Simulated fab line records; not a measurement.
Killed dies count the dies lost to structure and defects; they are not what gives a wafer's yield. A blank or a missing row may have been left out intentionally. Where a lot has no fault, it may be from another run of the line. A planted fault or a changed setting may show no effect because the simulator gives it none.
fab line records -- flow sky130
record lots=6, wafers=18, last-day=50
route steps=708 shown PWDE@47 NWELL@56 PAD_OPEN@708
lots that met no fault: from a run of the same line without faults
start-h: the number of hours between the record's first day and the start of the first shown wafer of the lot -- wait-h: time in hours since the lot's previous step -- " as in the row above -- L1.1+2: one row covering several wafers at once -- - no value present, or no start provided -- * or withheld: withheld -- < > ~ a bound
route shown NAME@n: NAME is a module with steps in the file, n the number in the route of the first one -- usual: average and standard deviation across the fault-free wafers -- same: alike in all rows -- chamber/n: place in a boat -- sites: readings site by site -- _std_site: the standard deviation of these -- _edge_site: inner sites' mean taken away from outer sites' mean -- radius-mm: for every site, how far away it sits from the centre of the wafer -- mask NAME#n: copy n -- behind: the tool/chamber that last shaped the wafer -- hold: reason for holding the lot/hours on hold/outcome of the hold -- device: transistor that didn't switch, given as n, p or np -- end of line: the tests these same wafers got at the end of their route -- step lacking rows: just its recipe -- killed: the dies lost at the first sort to structure and to defects; this is not the yield of the wafer -- map: a wafer's dies, x killed, . not, _ none there
set.NAME: setting as actually run; set.NAME@STEP: the setting as run at that earlier step -- model.NAME: the simulator's own value behind a step, which no gauge read
lots at selected steps of the route; one table per step, one row per wafer
services: from which hour (start-h, from the record's first day; less than 0 if before it) a tool's chamber was out of use, for how many hours, and why
## steps
# step SKY_PWDE_COAT_02
# recipe spin-rpm=2000, resist-thk-nm=3000
# step SKY_PWDE_SOFTBAKE_03
# recipe temp-c=110, time-s=withheld
# step SKY_PWDE_EXPOSE_04
# recipe mask-id=PWDEM, na=0.6, source-shape=conventional, sigma-outer=0.6, polarization=unpolarized, target-cd-nm=840, dose-mj=216.2
# step SKY_PWDE_PEB_05
# recipe temp-c=115, time-s=withheld
# step SKY_PWDE_DEVELOP_06
# recipe wall-angle-deg=90, developer=TMAH, develop-time-s=60, dev-temp-c=23
# step SKY_PWDE_OVL_MEAS_07
# usual PWDE_OVL=0.9/1.4
lot.wafer,tool,chamber,start-h,wait-h,PWDE_OVL[nm]
L953.2,overlay-01,-,84.39,-,1.7
L953.3,overlay-01,-,84.39,-,-1.7
L953.5,overlay-01,-,84.39,-,3.0
L956.1,overlay-01,-,101.59,-,3.1
L956.3,overlay-01,-,101.59,-,0.6
L956.5,overlay-01,-,101.59,-,1.0
L961.4,overlay-02,-,129.26,-,1.5
L961.5,overlay-02,-,129.26,-,2.0
L961.6,overlay-02,-,129.26,-,0.7
L965.1,overlay-02,-,150.94,-,0.1
L965.2,overlay-02,-,150.94,-,0.3
L965.3,overlay-02,-,150.94,-,1.1
L970.2,overlay-02,-,180.89,-,0.9
L970.3,overlay-02,-,180.89,-,1.5
L970.5,overlay-02,-,180.89,-,2.6
L971.2,overlay-02,-,185.20,-,1.0
L971.3,overlay-02,-,185.20,-,0.0
L971.5,overlay-02,-,185.20,-,2.9
# step SKY_PWDE_IMPLANT_08
# recipe species=B, energy-kev=150, dose-cm2=3.6e+12, tilt-deg=withheld
# step SKY_PWDE_STRIP_09
# recipe chemistry=O2/N2, power-w=1400, pressure-mtorr=1500, platen-temp-c=withheld, o2-flow-sccm=3000, n2-flow-sccm=300, overash-fraction=0.5
# usual drypump-motor-current-A=5.5/0.34, oes-product-au=0.723/0.0046, strip-time-to-endpoint-s=36.92/0.11
lot.wafer,tool,chamber,start-h,wait-h,drypump-motor-current-A,oes-product-au,rf-hours-counter-h,strip-time-to-endpoint-s
L953.2,plasma-asher-04,0,84.57,0.1,5.0,0.729,28,36.99
L953.3,plasma-asher-04,0,84.57,0.1,5.0,0.725,-,37.01
L953.5,plasma-asher-04,0,84.57,0.1,5.0,0.727,-,36.93
L956.1,plasma-asher-02,0,101.77,0.1,5.5,0.719,43,37.02
L956.3,plasma-asher-02,1,101.77,0.1,5.6,0.723,-,37.00
L956.5,plasma-asher-02,0,101.77,0.1,5.5,0.729,-,36.99
L961.4,plasma-asher-02,0,129.46,0.1,5.5,0.722,-,36.99
L961.5,plasma-asher-02,1,129.46,0.1,5.6,0.729,-,36.92
L961.6,plasma-asher-02,0,129.46,0.1,5.5,0.728,-,36.97
L965.1,plasma-asher-02,0,151.12,0.1,5.6,0.710,48,37.02
L965.2,plasma-asher-02,1,151.12,0.1,5.6,0.727,48,36.94
L965.3,plasma-asher-02,1,151.12,0.1,5.6,0.719,-,36.82
L970.2,plasma-asher-04,1,181.07,0.1,5.4,0.720,39,36.75
L970.3,plasma-asher-04,0,181.07,0.1,5.0,0.726,-,36.82
L970.5,plasma-asher-04,1,181.07,0.1,5.4,0.721,-,36.78
L971.2,plasma-asher-04,0,185.38,0.1,5.0,0.717,39,36.91
L971.3,plasma-asher-04,0,185.38,0.1,5.0,0.724,-,36.84
L971.5,plasma-asher-04,1,185.38,0.1,5.4,0.731,-,36.89
# step SKY_PWDE_TW_MEAS_10
# usual PWDE_TW=372/3.7
lot.wafer,tool,chamber,start-h,wait-h,PWDE_TW
L953.2,film-metro-04,-,84.68,0.1,376
L953.3,film-metro-04,-,84.68,0.1,377
L953.5,film-metro-04,-,84.68,0.1,376
L956.1,film-metro-03,-,101.87,0.1,371
L956.3,film-metro-03,-,101.87,0.1,373
L956.5,film-metro-03,-,101.87,0.1,373
L961.4,film-metro-02,-,129.55,0.1,367
L961.5,film-metro-02,-,129.55,0.1,366
L961.6,film-metro-02,-,129.55,0.1,367
L965.1,film-metro-02,-,151.22,0.1,368
L965.2,film-metro-02,-,151.22,0.1,366
L965.3,film-metro-02,-,151.22,0.1,369
L970.2,film-metro-02,-,181.18,0.1,367
L970.3,film-metro-02,-,181.18,0.1,367
L970.5,film-metro-02,-,181.18,0.1,367
L971.2,film-metro-04,-,185.49,0.1,375
L971.3,film-metro-04,-,185.49,0.1,374
L971.5,film-metro-04,-,185.49,0.1,373
# step SKY_NWELL_DEHYDRATE_03
# recipe temp-c=200, time-s=60
# step SKY_NWELL_HMDS_04
# recipe prime-time-s=60, prime-temp-c=120
# step SKY_NWELL_COAT_05
# recipe spin-rpm=2000, resist-thk-nm=3000
# step SKY_NWELL_SOFTBAKE_06
# recipe temp-c=110, time-s=withheld
# usual heater-power-total-W=65.32/0.14, plate-temp-C=109.99/0.15
lot.wafer,tool,chamber,start-h,wait-h,heater-power-total-W,plate-temp-C
L953.2,litho-track-02,0,92.78,0.1,65.47,110.08
L953.3,litho-track-02,0,92.78,0.1,65.37,110.05
L953.5,litho-track-02,0,92.78,0.1,65.29,110.00
L956.1,litho-track-02,0,111.29,0.1,65.27,110.03
L956.3,litho-track-02,0,111.29,0.1,65.32,109.97
L956.5,litho-track-02,0,111.29,0.1,65.59,109.96
L961.4,litho-track-02,0,138.84,0.1,64.63,108.89
L961.5,litho-track-02,0,138.84,0.1,64.43,108.99
L961.6,litho-track-02,0,138.84,0.1,64.35,108.94
L965.1,litho-track-02,0,161.34,0.1,64.57,108.85
L965.2,litho-track-02,0,161.34,0.1,64.73,108.96
L965.3,litho-track-02,0,161.34,0.1,64.67,108.96
L970.2,litho-track-04,0,191.55,0.1,65.49,109.91
L970.3,litho-track-04,0,191.55,0.1,65.25,109.72
L970.5,litho-track-04,0,191.55,0.1,65.13,109.97
L971.2,litho-track-04,0,195.95,0.1,65.30,110.15
L971.3,litho-track-04,0,195.95,0.1,65.40,110.10
L971.5,litho-track-04,0,195.95,0.1,65.33,109.70
# step SKY_NWELL_EXPOSE_07
# recipe mask-id=NWM, na=0.6, source-shape=conventional, sigma-outer=0.6, polarization=unpolarized, target-cd-nm=840, dose-mj=260.1
# step SKY_PAD_OPEN_PROBE_99
# usual killed_at_M0_to_M3=43/7.3, killed_at_M4_up=3.1/1.8, killed-at-contacts=24/5.4, killed-at-front-end=15/4.1, killed-at-other=0.2/0.52, killed-dies=86/10, killed-open=47/7.3, killed-short=39/6.4
# same gross-dies=492, killed-at-back-side=0
lot.wafer,tool,chamber,start-h,wait-h,killed_at_M0_to_M3,killed_at_M4_up,killed-at-contacts,killed-at-front-end,killed-at-other,killed-dies,killed-open,killed-short
L953.2,prober-02,-,1092.16,0.1,52,2,23,11,0,88,51,37
L953.3,prober-02,-,1092.21,0.2,35,7,24,17,0,83,47,36
L953.5,prober-02,-,1092.31,0.2,53,6,28,22,0,109,62,47
L956.1,prober-01,-,1116.31,0.1,46,3,16,29,1,95,45,49
L956.3,prober-01,-,1116.41,0.2,56,0,21,15,1,93,46,47
L956.5,prober-01,-,1116.51,0.2,43,6,17,23,2,91,48,42
# killed by level:class
L953.2 VIA1:geometric-particle:open=15 VIA3:geometric-particle:open=10 CONTACT:geometric-particle:open=9 LI_CONTACT:geometric-particle:open=7 VIA1:geometric-particle:short=6 METAL1:geometric-particle:short=4 VIA2:geometric-particle:open=4 VIA3:geometric-particle:short=4
L953.3 LI_CONTACT:geometric-particle:open=12 VIA1:geometric-particle:open=9 FIELD_ISO:geometric-particle:short=5 CONTACT:geometric-particle:short=5 VIA1:geometric-particle:short=5 VIA2:geometric-particle:short=5 POLY_GATE:geometric-particle:short=4 CONTACT:geometric-particle:open=4
L953.5 VIA1:geometric-particle:open=12 LI_CONTACT:geometric-particle:open=11 VIA2:geometric-particle:open=8 FIELD_ISO:geometric-particle:open=7 VIA3:geometric-particle:open=7 CONTACT:geometric-particle:open=7 LI_CONTACT:geometric-particle:short=5 POLY_GATE:geometric-particle:short=5
L956.1 VIA1:geometric-particle:open=12 FIELD_ISO:geometric-particle:short=8 POLY_GATE:geometric-particle:open=6 METAL2:geometric-particle:short=6 VIA3:geometric-particle:open=6 FIELD_ISO:geometric-particle:open=5 CONTACT:geometric-particle:open=5 VIA1:geometric-particle:short=5
L956.3 VIA1:geometric-particle:open=13 METAL2:geometric-particle:short=10 METAL1:geometric-particle:short=7 LI_CONTACT:geometric-particle:open=7 VIA1:geometric-particle:short=7 VIA2:geometric-particle:open=6 POLY_GATE:geometric-particle:open=5 POLY_GATE:geometric-particle:short=4
L956.5 VIA1:geometric-particle:open=12 FIELD_ISO:geometric-particle:short=8 CONTACT:geometric-particle:open=7 VIA1:geometric-particle:short=6 POLY_GATE:geometric-particle:short=5 POLY_GATE:geometric-particle:open=5 VIA3:geometric-particle:open=5 METAL4:geometric-particle:short=5
## services
tool,chamber,start-h,hours,kind
plasma-asher-04,-,74.60,2.3,repair
plasma-asher-02,-,153.01,2.8,pm
plasma-asher-02,-,166.44,1.6,repair
plasma-asher-04,-,193.66,5.1,repair
## key
first-sign step=SKY_NWELL_SOFTBAKE_06, reading=plate-temp-C, direction=down, sigmas=7.3, usual=*, struck=*
effect step=SKY_NWELL_SOFTBAKE_06, reading=heater-power-total-W, direction=down, sigmas=5.4, usual=*, struck=*
met-at SKY_NWELL_SOFTBAKE_06
struck-wafers L961.4,L961.5,L961.6,L965.1,L965.2,L965.3
tester-left-out L961,L965
onset-between 111.29 138.84
fault kind=process-parameter-drift, tool=litho-track-02, chamber=-, onset-h=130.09, steps=SKY_NWELL_SOFTBAKE_06, channel=temp-c, offset=*, shape=step, end-h=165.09, acts-in=*, stated=*
# tester-left-out: of these lots the tester's yield and bins aren't shown, on N5 and GAA mostly nor the transistor test; their killed dies are dies lost to structure and defects alone, not to doping, threshold or leakage, so they don't give the yield
